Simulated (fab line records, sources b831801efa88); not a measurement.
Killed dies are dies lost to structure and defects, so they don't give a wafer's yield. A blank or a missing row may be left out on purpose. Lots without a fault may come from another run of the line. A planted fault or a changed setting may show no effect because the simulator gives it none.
fab line records | flow sfq_line
record lots=6 wafers=18 last_day=88
route steps=325 shown I2@113 M3@118
lots that met no fault: from a run of the same line without faults
start_h: hours from the record's first day to the start of the lot's first wafer shown | wait_h: hours since the lot's step before | " the same as in the row above | L1.1+2: a row that stands for several wafers | - no value, or no start given | * or withheld: withheld | < > ~ a bound
route shown NAME@n: a module of which the file shows steps, and the number in the route of the first | usual: mean/standard deviation of fault-free wafers | same: alike in all rows | chamber/n: place in a boat | sites: the reading at each site | _std_site: their standard deviation | _edge_site: outer sites' mean less inner sites' | radius_mm: how far each site lies from the wafer's centre | mask NAME#n: copy n | behind: the tool/chamber that last shaped the wafer | hold: why the lot was held/for how many hours/how that ended | device: the transistor (n, p or np) that didn't switch | end of line: the same wafers' tests at the end of the route | a step without rows: its recipe alone | killed: dies lost to structure and defects at the first sort, not the wafer's yield | map: a wafer's dies, x killed, . not, _ none there
set.NAME: the setting as run; set.NAME@STEP: as run at that earlier step | model.NAME: the simulator's own value behind a step, which no gauge read
lots at some steps of the route; a table a step, a row a wafer
services: from which hour (start_h, from the record's first day; less than 0 if before it) a tool's chamber was out of use, for how many hours, and why
## steps
# step SFQ_I2_OVL_MEAS_918
# usual I2_OVL=1/4.9
# columns lot.wafer tool chamber start_h wait_h I2_OVL[nm]
L948.1 overlay-02 - 917.87 0.1 -3
L948.2 " - " " -3
L948.5 " - " " -1
L949.4 overlay-02 - 922.69 0.1 4
L949.5 " - " " -5
L949.6 " - " " 0
L950.1 overlay-01 - 932.27 0.1 -3
L950.4 " - " " 0
L950.6 " - " " 4
L961.1 overlay-02 - 1014.43 0.1 2
L961.3 " - " " 6
L961.4 " - " " 2
L962.3 overlay-01 - 1015.64 0.1 7
L962.5 " - " " 10
L962.6 " - " " 6
L968.3 overlay-01 - 1188.72 0.1 -1
L968.4 " - " " -1
L968.6 " - " " -2
# step SFQ_TRILAYER_I2_VIA_BARC_OPEN_VIA_ETCH_096
# recipe mask_material=PR chemistry=O2 target_depth_nm=125 target=BARC source_w=500 bias_w=80 pressure_mtorr=30 time_s=41.7
# usual chamber_pressure_mTorr=29.999/0.029 drypump_motor_current_A=5.7/0.61 oes_product_au=0.685/0.0044
# columns lot.wafer tool chamber start_h wait_h chamber_pressure_mTorr drypump_motor_current_A oes_product_au rf_hours_counter_h
L948.1 rie_diel-04 1 917.91 0.0 30.018 5.3 0.684 5
L948.2 " 3 " " 29.963 6.6 0.689 7
L948.5 " 1 " " 29.939 5.3 0.686 -
L949.4 rie_diel-02 1 922.71 0.0 30.038 5.2 0.674 5
L949.5 " 3 " " 30.009 5.7 0.685 -
L949.6 " 0 " " 29.999 5.9 0.686 -
L950.1 rie_diel-04 2 932.31 0.0 30.039 5.5 0.690 1
L950.4 " 3 " " 30.050 6.6 0.686 7
L950.6 " 0 " " 30.016 5.4 0.689 -
L961.1 rie_diel-04 0 1014.47 0.0 29.998 5.4 0.687 8
L961.3 " 2 " " 30.044 5.5 0.685 3
L961.4 " 3 " " 29.995 6.6 0.682 9
L962.3 rie_diel-01 3 1015.67 0.0 30.055 6.8 0.691 7
L962.5 " 0 " " 30.010 5.3 0.681 -
L962.6 " 1 " " 29.963 4.8 0.686 -
L968.3 rie_diel-02 3 1188.74 0.0 30.004 5.7 0.684 2
L968.4 " 2 " " 29.999 5.4 0.689 12
L968.6 " 1 " " 29.962 5.2 0.681 -
# step SFQ_TRILAYER_I2_VIA_ETCH_VIA_ETCH_070
# recipe target=SiO2 stop_on=Nb mask_material=PR taper_deg=20 chemistry=CHF3 target_depth_nm=260 source_w=500 bias_w=80 pressure_mtorr=30 time_s=withheld
# usual chamber_pressure_mTorr=30.001/0.029 drypump_motor_current_A=5.7/0.6 oes_product_au=0.854/0.0046
# columns lot.wafer tool chamber start_h wait_h chamber_pressure_mTorr drypump_motor_current_A oes_product_au
L948.1 rie_diel-04 1 917.95 0.0 30.003 5.3 0.848
L948.2 " 3 " " 30.034 6.6 0.850
L948.5 " 1 " " 29.990 5.3 0.855
L949.4 rie_diel-02 1 922.75 0.0 29.975 5.2 0.847
L949.5 " 3 " " 30.003 5.7 0.861
L949.6 " 0 " " 29.955 5.8 0.857
L950.1 rie_diel-04 2 932.35 0.0 30.015 5.5 0.851
L950.4 " 3 " " 30.039 6.6 0.854
L950.6 " 0 " " 30.009 5.4 0.857
L961.1 rie_diel-04 0 1014.51 0.0 30.023 5.4 0.852
L961.3 " 2 " " 29.970 5.5 0.853
L961.4 " 3 " " 30.030 6.6 0.850
L962.3 rie_diel-01 3 1015.71 0.0 30.001 6.8 0.852
L962.5 " 0 " " 30.026 5.3 0.855
L962.6 " 1 " " 30.014 4.8 0.856
L968.3 rie_diel-02 3 1188.78 0.0 30.074 5.7 0.856
L968.4 " 2 " " 30.027 5.3 0.853
L968.6 " 1 " " 30.024 5.2 0.849
# step SFQ_TRILAYER_I2_VIA_STRIP_STRIP_071
# recipe gas=O2 power_w=200 platen_temp_c=40 overash_fraction=0.65 chemistry=O2 pressure_mtorr=50
# usual chamber_pressure_mTorr=50.00/0.047 drypump_motor_current_A=5.8/0.35 oes_product_au=0.997/0.009
# columns lot.wafer tool chamber start_h wait_h chamber_pressure_mTorr drypump_motor_current_A oes_product_au rf_hours_counter_h
L948.1 rie_metal-02 1 918.06 - 50.06 5.4 0.991 68
L948.2 " 0 " " 49.98 5.7 0.990 22
L948.5 " 1 " " 50.00 5.4 1.003 -
L949.4 rie_metal-03 1 923.06 - 50.06 6.0 1.010 -
L949.5 " 1 " " 49.97 6.0 1.002 -
L949.6 " 0 " " 50.02 6.4 0.987 -
L950.1 rie_metal-03 0 932.46 - 50.04 6.4 0.993 49
L950.4 " 1 " " 50.08 6.0 0.998 -
L950.6 " 0 " " 50.07 6.4 0.986 -
L961.1 rie_metal-02 1 1014.62 - 49.92 5.4 0.999 79
L961.3 " 1 " " 50.09 5.4 1.005 -
L961.4 " 1 " " 50.00 5.4 1.003 -
L962.3 rie_metal-01 0 1016.02 - 49.96 5.6 1.007 -
L962.5 " 0 " " 49.94 5.6 1.001 -
L962.6 " 1 " " 50.05 5.6 0.992 -
L968.3 rie_metal-03 0 1189.10 - 49.96 6.5 0.992 -
L968.4 " 1 " " 50.07 6.0 1.007 -
L968.6 " 1 " " 50.04 6.0 1.002 -
# step SFQ_TRILAYER_I2_VIA_STRIP_SOLV_CLEAN_072
# recipe chemistry=NMP temp_c=70 time_s=600
# step SFQ_TRILAYER_M3_DEP_PRE_CLEAN_074
# recipe gas=Ar time_s=22.5 bias_v=250
# step SFQ_TRILAYER_M3_DEP_SPUTTER_073
# recipe material=Nb base_pressure_pa=1.33e-06 chamber_pressure_pa=0.1333 substrate_temp_c=20 resputter_cathode_voltage_v=400 target_thk_nm=200 power_w=2000 time_s=133.3
# usual chamber_pressure_pa=0.13329/0.00028 throttle_valve_pct=29.5/0.84
# columns lot.wafer tool chamber start_h wait_h chamber_pressure_pa throttle_valve_pct
L948.1 pvd_sputter-03 - 918.86 0.0 0.13339 30.2
L948.2 " - " " 0.13332 29.1
L948.5 " - " " 0.1335 30.5
L949.4 pvd_sputter-04 - 923.66 0.0 0.13301 30.7
L949.5 " - " " 0.13366 29.2
L949.6 " - " " 0.13279 30.8
L950.1 pvd_sputter-04 - 933.26 0.0 0.13334 30.0
L950.4 " - " " 0.13342 29.3
L950.6 " - " " 0.13375 29.6
L961.1 pvd_sputter-05 - 1016.03 0.0 0.13323 28.3
L961.3 " - " " 0.13343 29.9
L961.4 " - " " 0.13358 30.4
L962.3 pvd_sputter-04 - 1016.63 0.0 0.13328 27.7
L962.5 " - " " 0.13329 27.4
L962.6 " - " " 0.13346 29.6
L968.3 pvd_sputter-03 - 1189.70 0.0 0.1328 30.0
L968.4 " - " " 0.13315 28.9
L968.6 " - " " 0.1336 29.1
# step SFQ_M3_RS_MEAS_919
# recipe thk_meas_gauge=four-point-probe reads=Nb_of_TRILAYER_M3_DEP_SPUTTER_073
# usual M3_NB_RS=0.896/0.0092
# columns lot.wafer tool chamber start_h wait_h M3_NB_RS[ohm/sq]
L948.1 film_metro-02 - 918.95 0.0 0.891
L948.2 " - " " 0.887
L948.5 " - " " 0.896
L949.4 film_metro-01 - 923.81 0.1 0.879
L949.5 " - " " 0.890
L949.6 " - " " 0.881
L950.1 film_metro-03 - 933.35 0.0 0.898
L950.4 " - " " 0.902
L950.6 " - " " 0.904
L961.1 film_metro-03 - 1016.12 0.0 0.904
L961.3 " - " " 0.894
L961.4 " - " " 0.900
L962.3 film_metro-01 - 1016.76 0.1 0.886
L962.5 " - " " 0.886
L962.6 " - " " 0.894
L968.3 film_metro-01 - 1189.83 0.1 0.897
L968.4 " - " " 0.895
L968.6 " - " " 0.871
# step SFQ_TRILAYER_M3_LITHO_COAT_080
# recipe resist=BARC spin_rpm=3000 resist_thk_nm=62
# step SFQ_TRILAYER_M3_LITHO_COAT_075
# recipe resist=KrF spin_rpm=3000 resist_thk_nm=600
# step SFQ_TRILAYER_M3_LITHO_SOFTBAKE_079
# recipe temp_c=withheld time_s=withheld resist=KrF
# step SFQ_TRILAYER_M3_LITHO_EXPOSE_076
# recipe mask_id=M3 na=0.6 source_shape=conventional sigma_outer=0.65 target_cd_nm=500 dose_mj=14.4
# usual exposure_dose_mJ_cm2=14.401/0.013 focus_offset_nm=0.0/0.51
# columns lot.wafer tool chamber start_h wait_h mask exposure_dose_mJ_cm2 focus_offset_nm
L948.1 krf_scanner-02 0 919.88 - M3#0 14.411 0.0
L948.2 " 0 " " M3#0 14.419 0.1
L948.5 " 0 " " M3#0 14.375 0.1
L949.4 krf_scanner-02 - 930.61 - M3#0 - -
L949.5 " - " " M3#0 - -
L949.6 " - " " M3#0 - -
L950.1 krf_scanner-01 - 1079.03 - M3#0 - -
L950.4 " - " " M3#0 - -
L950.6 " - " " M3#0 - -
L961.1 krf_scanner-01 0 1140.81 - M3#0 14.398 -0.5
L961.3 " 0 " " M3#0 14.401 0.1
L961.4 " 0 " " M3#0 14.398 -0.4
L962.3 krf_scanner-01 0 1143.16 - M3#0 14.395 0.3
L962.5 " 0 " " M3#0 14.416 -0.3
L962.6 " 0 " " M3#0 14.415 -0.6
L968.3 krf_scanner-01 0 1261.93 - M3#0 14.390 -0.3
L968.4 " 0 " " M3#0 14.392 -0.5
L968.6 " 0 " " M3#0 14.393 -0.2
# step SFQ_TRILAYER_M3_LITHO_PEB_078
# recipe peb_temp_c=115 peb_time_s=60 resist=KrF
## services
# columns tool chamber start_h hours kind
rie_diel-04 2 914.53 7.9 repair
rie_diel-04 - 923.37 0.6 repair
rie_diel-04 0 926.01 2.6 repair
krf_scanner-01 - 935.57 3.6 pm
rie_diel-02 - 936.42 1.2 repair
krf_scanner-01 - 945.25 1.0 pm
rie_diel-04 - 960.19 0.8 repair
krf_scanner-01 - 965.58 0.8 repair
krf_scanner-01 - 969.51 0.8 pm
rie_diel-04 - 998.22 1.0 repair
rie_diel-04 - 1010.44 0.6 repair
rie_diel-02 0 1032.02 2.9 repair
krf_scanner-01 - 1075.33 1.3 pm
rie_diel-04 3 1082.51 7.5 repair
krf_scanner-01 - 1115.03 1.0 pm
krf_scanner-01 - 1116.03 4.4 pm
rie_diel-02 - 1127.72 2.8 pm
krf_scanner-01 - 1165.93 0.9 repair
rie_diel-02 - 1180.38 0.5 repair
rie_diel-04 - 1182.89 0.7 repair
rie_diel-02 1 1209.08 8.8 repair
krf_scanner-01 - 1232.81 1.3 pm
krf_scanner-01 - 1234.41 6.3 repair
rie_diel-04 1 1253.54 4.1 repair
## key
first_sign step=SFQ_TRILAYER_M3_LITHO_EXPOSE_076 reading=tool_record direction=missing
effect none on later readings
met_at SFQ_TRILAYER_M3_LITHO_EXPOSE_076
struck_wafers L949.4,L949.5,L949.6,L950.1,L950.4,L950.6
onset_between 919.88 930.61
fault kind=skipped_step_whole tool=krf_scanner-01,krf_scanner-02 chamber=- onset_h=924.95 steps=SFQ_TRILAYER_M3_LITHO_EXPOSE_076 scope=struck_lots_only
